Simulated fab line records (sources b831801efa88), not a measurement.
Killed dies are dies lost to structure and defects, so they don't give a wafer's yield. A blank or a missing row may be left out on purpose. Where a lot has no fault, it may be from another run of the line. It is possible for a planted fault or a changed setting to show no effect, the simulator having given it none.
fab line records	flow sky130
record: lots: 10	wafers: 29	lastDay: 50
route steps=708 shown CONTACT@425 METAL1@436 PAD_OPEN@708
lots that met no fault: from a run of the same line without faults
startH: the number of hours between the record's first day and the start of the first shown wafer of the lot	waitH: time in hours since the lot's previous step	" unchanged from the row above	L1.1+2: one row covering several wafers at once	- either no value or no given start	* or withheld: withheld	< > ~ a bound
route shown NAME@n: a module of which the file shows steps, and the number in the route of the first	usual: average and standard deviation across the fault-free wafers	same: alike in all rows	chamber/n: place in a boat	sites: per-site readings	_std_site: their standard deviation	_edge_site: the outer-site mean with the inner-site mean subtracted	radiusMm: for every site, how far away it sits from the centre of the wafer	mask NAME#n: copy n	behind: tool/chamber where the wafer was last shaped	hold: the reason the lot was held/the length of the hold in hours/how it ended	device: whichever transistor did not switch (one of n, p or np)	end of line: at the end of the route, the tests of the same wafers	a step without rows: its recipe alone	killed: dies that structure and defects cost at the first sort, which is not the same as the wafer's yield	map: the dies of a wafer, with x for killed, . for not killed, _ for no die there
set.NAME: the run value of the setting; set.NAME@STEP: its run value at that earlier step	model.NAME: the simulator's own value behind a step, which no gauge read
the route's steps for a sample of lots (tables are steps, rows are wafers)
services: the hour from which a tool's chamber was out of use, counted from the record's first day as startH (under 0 if before that day), plus the number of hours and why
== steps ==
step: SKY_CONTACT_STRIP_19
recipe: chemistry: O2/N2	powerW: 1400	pressureMtorr: 1500	platenTempC: withheld	o2FlowSccm: 3000	n2FlowSccm: 300	overashFraction: 0.5
usual: chamberPressureMTorr: 1500.1/1.4	drypumpMotorCurrentA: 5.78/0.3	n2FlowSccm: 299.9/0.89	oesProductAu: 0.380/0.0047	stripTimeToEndpointS: 3.625/0.028
lot.wafer	tool	chamber	startH	waitH	chamberPressureMTorr	drypumpMotorCurrentA	n2FlowSccm	oesProductAu	rfHoursCounterH	stripTimeToEndpointS
L984.2	plasmaAsher-02	0	715.77	-	1499.0	5.97	300.6	0.384	91	3.669
L984.4	"	1	"	"	1498.7	6.08	299.2	0.379	-	3.716
L984.6	"	1	"	"	1500.3	6.10	298.4	0.384	-	3.675
L990.5	plasmaAsher-02	0	768.64	-	1500.0	5.98	301.1	0.381	-	3.649
L990.6	"	1	"	"	1499.8	6.08	300.4	0.377	-	3.656
L992.1	plasmaAsher-02	1	791.52	-	1500.5	6.08	300.0	0.385	97	3.619
L992.4	"	1	"	"	1499.2	6.07	299.3	0.382	-	3.610
L992.6	"	0	"	"	1499.9	5.96	299.8	0.380	-	3.640
L996.1	plasmaAsher-02	0	818.12	-	1498.4	6.00	299.7	0.380	100	3.608
L996.2	"	1	"	"	1500.9	6.11	299.6	0.377	100	3.596
L996.3	"	0	"	"	1498.3	5.96	300.0	0.377	-	3.612
L998.3	plasmaAsher-03	0	875.16	-	1500.7	5.20	298.9	0.372	-	3.635
L998.4	"	1	"	"	1498.9	5.54	299.5	0.383	-	3.610
L998.6	"	1	"	"	1499.0	5.57	298.5	0.377	-	3.611
L100.1	plasmaAsher-04	1	883.97	-	1499.1	5.72	300.1	0.381	45	3.579
L100.2	"	0	"	"	1503.0	5.77	300.2	0.394	45	3.640
L100.3	"	0	"	"	1500.4	5.79	299.8	0.379	-	3.608
L101.1	plasmaAsher-03	1	885.03	-	1502.1	5.52	299.9	0.382	74	3.627
L101.5	"	1	"	"	1501.6	5.59	299.4	0.379	-	3.610
L101.6	"	0	"	"	1499.9	5.17	299.0	0.381	-	3.600
L103.1	plasmaAsher-02	0	897.67	-	1500.8	5.99	300.5	0.382	107	3.612
L103.5	"	1	"	"	1500.3	6.09	301.5	0.375	-	3.619
L103.6	"	0	"	"	1499.3	5.97	300.1	0.385	-	3.657
L105.1	plasmaAsher-02	1	910.43	-	1500.6	6.10	300.4	0.386	108	3.579
L105.3	"	0	"	"	1497.5	5.97	300.6	0.386	-	3.592
L105.4	"	1	"	"	1499.2	6.09	300.9	0.379	-	3.640
L106.3	plasmaAsher-02	1	924.76	-	1501.2	6.08	300.5	0.377	-	3.617
L106.4	"	0	"	"	1497.3	5.98	300.2	0.376	-	3.608
L106.5	"	1	"	"	1501.5	6.09	299.4	0.383	-	3.625
step: SKY_CONTACT_THK_MEAS_26
recipe: thkMeasGauge: xrf	reads: W_of_CONTACT_CVD_24
usual: CONTACT_W_THK: 346/5.4
lot.wafer	tool	chamber	startH	waitH	CONTACT_W_THK[nm]
L984.2	filmMetro-04	-	716.70	0.1	337
L984.4	"	-	"	"	340
L984.6	"	-	"	"	343
L990.5	filmMetro-03	-	769.56	0.1	340
L990.6	"	-	"	"	337
L992.1	filmMetro-04	-	792.76	0.1	335
L992.4	"	-	"	"	344
L992.6	"	-	"	"	342
L996.1	filmMetro-03	-	819.00	0.1	353
L996.2	"	-	"	"	346
L996.3	"	-	"	"	347
L998.3	filmMetro-04	-	876.08	0.1	343
L998.4	"	-	"	"	343
L998.6	"	-	"	"	341
L100.1	filmMetro-03	-	884.95	0.1	347
L100.2	"	-	"	"	342
L100.3	"	-	"	"	346
L101.1	filmMetro-02	-	885.97	0.1	347
L101.5	"	-	"	"	351
L101.6	"	-	"	"	353
L103.1	filmMetro-02	-	898.55	0.1	354
L103.5	"	-	"	"	351
L103.6	"	-	"	"	352
L105.1	filmMetro-04	-	911.35	0.1	340
L105.3	"	-	"	"	339
L105.4	"	-	"	"	339
L106.3	filmMetro-04	-	925.66	0.1	343
L106.4	"	-	"	"	345
L106.5	"	-	"	"	343
step: SKY_METAL1_SPUTTER_02
recipe: material: AlCu	targetThkNm: 250	powerW: 10600	timeS: 13.3	chamberPressurePa: 0.4
usual: throttleValvePct: 30.0/1.1
lot.wafer	tool	chamber	startH	waitH	throttleValvePct
L984.2	pvdSputter-02	-	717.10	0.0	29.5
L984.4	"	-	"	"	28.2
L984.6	"	-	"	"	29.1
L990.5	pvdSputter-02	-	769.94	0.0	30.8
L990.6	"	-	"	"	28.2
L992.1	pvdSputter-02	-	793.17	0.0	28.0
L992.4	"	-	"	"	30.6
L992.6	"	-	"	"	30.9
L996.1	pvdSputter-01	-	819.41	0.0	30.3
L996.2	"	-	"	"	31.1
L996.3	"	-	"	"	29.9
L998.3	pvdSputter-04	-	876.46	0.0	30.1
L998.4	"	-	"	"	32.1
L998.6	"	-	"	"	29.2
L100.1	pvdSputter-02	-	885.36	0.0	30.7
L100.2	"	-	"	"	30.7
L100.3	"	-	"	"	28.2
L101.1	pvdSputter-04	-	886.38	0.0	30.1
L101.5	"	-	"	"	30.0
L101.6	"	-	"	"	31.7
L103.1	pvdSputter-04	-	898.96	0.0	30.0
L103.5	"	-	"	"	29.3
L103.6	"	-	"	"	31.8
L105.1	pvdSputter-02	-	911.76	0.0	29.2
L105.3	"	-	"	"	31.0
L105.4	"	-	"	"	31.1
L106.3	pvdSputter-04	-	926.05	0.0	29.2
L106.4	"	-	"	"	29.2
L106.5	"	-	"	"	29.4
step: SKY_METAL1_RS_MEAS_05
recipe: thkMeasGauge: four-point-probe	reads: TiN_of_METAL1_SPUTTER_04+Ti_of_METAL1_SPUTTER_03+AlCu_of_METAL1_SPUTTER_02+TiN_of_METAL1_SPUTTER_01+Ti_of_METAL1_SPUTTER_00
usual: METAL1_ALCU_RS: 0.1263/0.0016
lot.wafer	tool	chamber	startH	waitH	hold	METAL1_ALCU_RS[ohm/sq]
L984.2	filmMetro-01	-	717.21	0.0	-	0.1260
L984.4	"	-	"	"	-	0.1259
L984.6	"	-	"	"	-	0.1268
L990.5	filmMetro-04	-	770.10	0.1	awaitDispo/0.2h/release	0.1265
L990.6	"	-	"	"	awaitDispo/0.2h/release	0.1066
L990.5	filmMetro-04	-	770.38	0.3	-	0.1262
L990.6	"	-	"	"	-	0.1065
L992.1	filmMetro-01	-	793.26	0.0	awaitDispo/0.2h/release	0.1290
L992.4	"	-	"	"	awaitDispo/0.2h/release	0.1274
L992.6	"	-	"	"	awaitDispo/0.2h/release	0.1075
L992.1	filmMetro-01	-	793.54	0.3	-	0.1290
L992.4	"	-	"	"	-	0.1270
L992.6	"	-	"	"	-	0.1074
L996.1	filmMetro-04	-	819.50	0.0	-	0.1254
L996.2	"	-	"	"	-	0.1256
L996.3	"	-	"	"	-	0.1241
L998.3	filmMetro-02	-	876.60	0.1	-	0.1275
L998.4	"	-	"	"	-	0.1290
L998.6	"	-	"	"	-	0.1279
L100.1	filmMetro-04	-	885.45	0.0	-	0.1267
L100.2	"	-	"	"	-	0.1262
L100.3	"	-	"	"	-	0.1266
L101.1	filmMetro-04	-	886.47	0.0	-	0.1268
L101.5	"	-	"	"	-	0.1262
L101.6	"	-	"	"	-	0.1268
L103.1	filmMetro-02	-	899.05	0.0	-	0.1258
L103.5	"	-	"	"	-	0.1280
L103.6	"	-	"	"	-	0.1276
L105.1	filmMetro-04	-	911.85	0.0	-	0.1289
L105.3	"	-	"	"	-	0.1271
L105.4	"	-	"	"	-	0.1278
L106.3	filmMetro-02	-	926.18	0.1	-	0.1273
L106.4	"	-	"	"	-	0.1265
L106.5	"	-	"	"	-	0.1277
step: SKY_METAL1_THK_MEAS_06
recipe: thkMeasGauge: xrf	reads: AlCu_of_METAL1_SPUTTER_02
usual: METAL1_ALCU_THK: 247/3.9
lot.wafer	tool	chamber	startH	waitH	hold	METAL1_ALCU_THK[nm]
L984.2	filmMetro-01	-	717.32	0.1	-	247
L984.4	"	-	"	"	-	246
L984.6	"	-	"	"	-	247
L990.5	filmMetro-04	-	771.43	1.0	awaitDispo/0.2h/release	248
L990.6	"	-	"	"	awaitDispo/0.2h/release	291
L990.5	filmMetro-04	-	771.66	0.2	-	248
L990.6	"	-	"	"	-	290
L992.1	filmMetro-01	-	796.53	3.0	awaitDispo/0.2h/release	241
L992.4	"	-	"	"	awaitDispo/0.2h/release	245
L992.6	"	-	"	"	awaitDispo/0.2h/release	285
L992.1	filmMetro-01	-	796.75	0.2	-	240
L992.4	"	-	"	"	-	243
L992.6	"	-	"	"	-	288
L996.1	filmMetro-04	-	819.62	0.1	-	249
L996.2	"	-	"	"	-	251
L996.3	"	-	"	"	-	253
L998.3	filmMetro-02	-	876.70	0.1	-	243
L998.4	"	-	"	"	-	239
L998.6	"	-	"	"	-	240
L100.1	filmMetro-04	-	885.57	0.1	-	246
L100.2	"	-	"	"	-	248
L100.3	"	-	"	"	-	246
L101.1	filmMetro-04	-	886.59	0.1	-	246
L101.5	"	-	"	"	-	247
L101.6	"	-	"	"	-	245
L103.1	filmMetro-02	-	899.17	0.1	-	246
L103.5	"	-	"	"	-	243
L103.6	"	-	"	"	-	243
L105.1	filmMetro-04	-	911.97	0.1	-	243
L105.3	"	-	"	"	-	248
L105.4	"	-	"	"	-	243
L106.3	filmMetro-02	-	926.28	0.1	-	245
L106.4	"	-	"	"	-	246
L106.5	"	-	"	"	-	243
step: SKY_METAL1_ETCH_18
recipe: chemistry: N2/H2	target: BARC	ionEnergyEv: 200	biasW: 100	pressureMtorr: 30	n2FlowSccm: 100	h2FlowSccm: 200	icpW: 500	stopOn: SiO2	timeS: 45.9	targetDepthA: 600
usual: chamberPressureMTorr: 30.000/0.029	drypumpMotorCurrentA: 5.73/0.22	n2FlowSccm: 100.0/0.34	oesProductAu: 0.855/0.0047	throttleValvePct: 13.224/0.0098
lot.wafer	tool	chamber	startH	waitH	chamberPressureMTorr	drypumpMotorCurrentA	n2FlowSccm	oesProductAu	rfHoursCounterH	throttleValvePct
L984.2	rieMetal-04	1	744.46	0.0	29.979	5.71	100.6	0.855	11	13.226
L984.4	"	1	"	"	29.992	5.72	99.9	0.862	-	13.222
L984.6	"	1	"	"	29.962	5.71	100.1	0.847	-	13.221
L990.5	rieMetal-01	1	797.25	0.0	30.038	5.53	99.9	0.859	-	13.236
L990.6	"	0	"	"	30.006	5.73	99.8	0.861	-	13.191
L992.1	rieMetal-01	1	820.71	0.0	30.025	5.53	100.5	0.860	7	13.214
L992.4	"	0	"	"	29.976	5.74	100.5	0.854	-	13.224
L992.6	"	0	"	"	30.030	5.74	100.0	0.853	-	13.237
L996.1	rieMetal-01	0	845.97	0.0	30.003	5.73	99.8	0.853	3	13.204
L996.2	"	1	"	"	29.972	5.54	99.8	0.856	8	13.227
L996.3	"	1	"	"	30.012	5.55	100.2	0.851	-	13.238
L998.3	rieMetal-04	0	903.69	0.0	30.001	5.65	100.0	0.855	-	13.215
L998.4	"	1	"	"	30.044	5.70	99.9	0.862	-	13.225
L998.6	"	0	"	"	29.953	5.66	100.0	0.860	-	13.222
L100.1	rieMetal-01	0	911.87	0.0	29.993	5.73	100.0	0.853	5	13.233
L100.2	"	1	"	"	29.970	5.55	99.8	0.861	10	13.226
L100.3	"	0	"	"	29.943	5.74	100.1	0.856	-	13.239
L101.1	rieMetal-02	1	912.84	0.1	30.051	6.13	100.1	0.855	8	13.239
L101.5	"	1	"	"	29.998	6.13	99.8	0.857	-	13.231
L101.6	"	1	"	"	29.985	6.11	100.1	0.855	-	13.225
L103.1	rieMetal-02	1	924.49	0.1	30.016	6.14	100.6	0.855	8	13.222
L103.5	"	1	"	"	30.011	6.13	100.8	0.853	-	13.235
L103.6	"	1	"	"	29.983	6.13	100.1	0.853	-	13.222
L105.1	rieMetal-04	1	936.81	0.0	29.998	5.68	100.1	0.850	3	13.224
L105.3	"	0	"	"	30.006	5.67	99.9	0.863	-	13.238
L105.4	"	1	"	"	30.018	5.70	100.7	0.855	-	13.216
L106.3	rieMetal-04	0	950.79	0.0	29.962	5.66	99.6	0.851	-	13.230
L106.4	"	1	"	"	29.968	5.70	100.4	0.857	-	13.217
L106.5	"	1	"	"	29.994	5.70	100.3	0.849	-	13.224
step: SKY_PAD_OPEN_PROBE_99
usual: defectLimitedYield: 82.5/1.9	killed_at_M0_to_M3: 44/7.3	killed_at_M4_up: 3.2/1.8	killedAtContacts: 24/5.4	killedAtFrontEnd: 16/4.4	killedAtOther: 0.3/0.48	killedDies: 86/9.5	killedOpen: 47/7.7	killedShort: 39/6.4	sort_bin_3_pad_short: 0.9/0.41	sort_bin_5_function: 10.4/1.5	sort_bin_6_memory: 6.2/1.1	sortNPass: 406/9.5	sortYieldPct: 82.5/1.9
same: grossDies: 492	killedAtBackSide: 0	sort_bin_4_leakage[%]: 0	sort_bin_8_speed[%]: 0
lot.wafer	tool	chamber	startH	waitH	defectLimitedYield[%]	killed_at_M0_to_M3	killed_at_M4_up	killedAtContacts	killedAtFrontEnd	killedAtOther	killedDies	killedOpen	killedShort	sort_bin_3_pad_short[%]	sort_bin_5_function[%]	sort_bin_6_memory[%]	sortNPass	sortYieldPct[%]
L992.6	prober-02	-	1119.56	0.2	81.3	48	2	22	20	0	92	56	36	1.2	10.8	6.7	400	81.3
killed by level:class
L992.6 VIA1:geometricParticle:open=17 CONTACT:geometricParticle:open=10 POLY_GATE:geometricParticle:open=6 VIA2:geometricParticle:open=6 FIELD_ISO:geometricParticle:short=5 METAL2:geometricParticle:short=5 VIA3:geometricParticle:open=4 FIELD_ISO:geometricParticle:open=3
== services ==
tool	chamber	startH	hours	kind
pvdSputter-02	-	703.11	2.9	repair
plasmaAsher-02	-	743.12	15.6	pm
pvdSputter-04	1	754.75	-	consumableReplace:kit
rieMetal-04	1	760.89	6.4	repair
pvdSputter-04	-	771.78	50.9	repair
pvdSputter-04	-	790.78	3.9	repair
rieMetal-01	-	791.83	0.4	repair
pvdSputter-04	-	797.89	3.4	repair
pvdSputter-02	3	822.40	-	consumableReplace:kit
pvdSputter-02	3	822.40	18.0	scheduledDown
pvdSputter-02	3	822.40	18.0	ventCycle
plasmaAsher-03	-	826.88	6.9	repair
plasmaAsher-02	-	856.33	5.3	repair
rieMetal-02	-	870.25	28.1	pm
plasmaAsher-02	-	882.39	11.8	repair
plasmaAsher-02	-	892.43	0.4	repair
pvdSputter-02	-	898.14	1.7	repair
rieMetal-04	-	904.69	0.1	repair
rieMetal-02	0	911.27	20.4	repair
pvdSputter-04	-	913.26	2.2	repair
rieMetal-01	-	913.88	0.4	repair
pvdSputter-01	-	939.47	6.4	repair
rieMetal-04	-	946.55	0.8	repair
plasmaAsher-04	-	947.46	2.5	repair
== key ==
firstSign: step: SKY_METAL1_RS_MEAS_05	reading: visit	direction: added
effect: step: SKY_METAL1_RS_MEAS_05	reading: METAL1_ALCU_RS	direction: down	sigmas: 12	usual: 0.1263	struck: 0.1071
effect: step: SKY_METAL1_THK_MEAS_06	reading: visit	direction: added
effect: step: SKY_METAL1_THK_MEAS_06	reading: METAL1_ALCU_THK	direction: up	sigmas: 10	usual: 247	struck: 288
metAt SKY_METAL1_SPUTTER_02
struckLots L990,L992
struckWafers L990.6,L992.6
notActingAt SKY_CONTACT_STRIP_19,SKY_CONTACT_THK_MEAS_26,SKY_METAL1_ETCH_18
onsetBetween 717.10 769.94
fault: kind: processParameterDrift	tool: pvdSputter-02	chamber: -	onsetH: 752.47	steps: SKY_METAL1_SPUTTER_02	channel: timeS	offset: *	shape: step	endH: 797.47	scope: struckWafersOnly	actsIn: *	stated: *
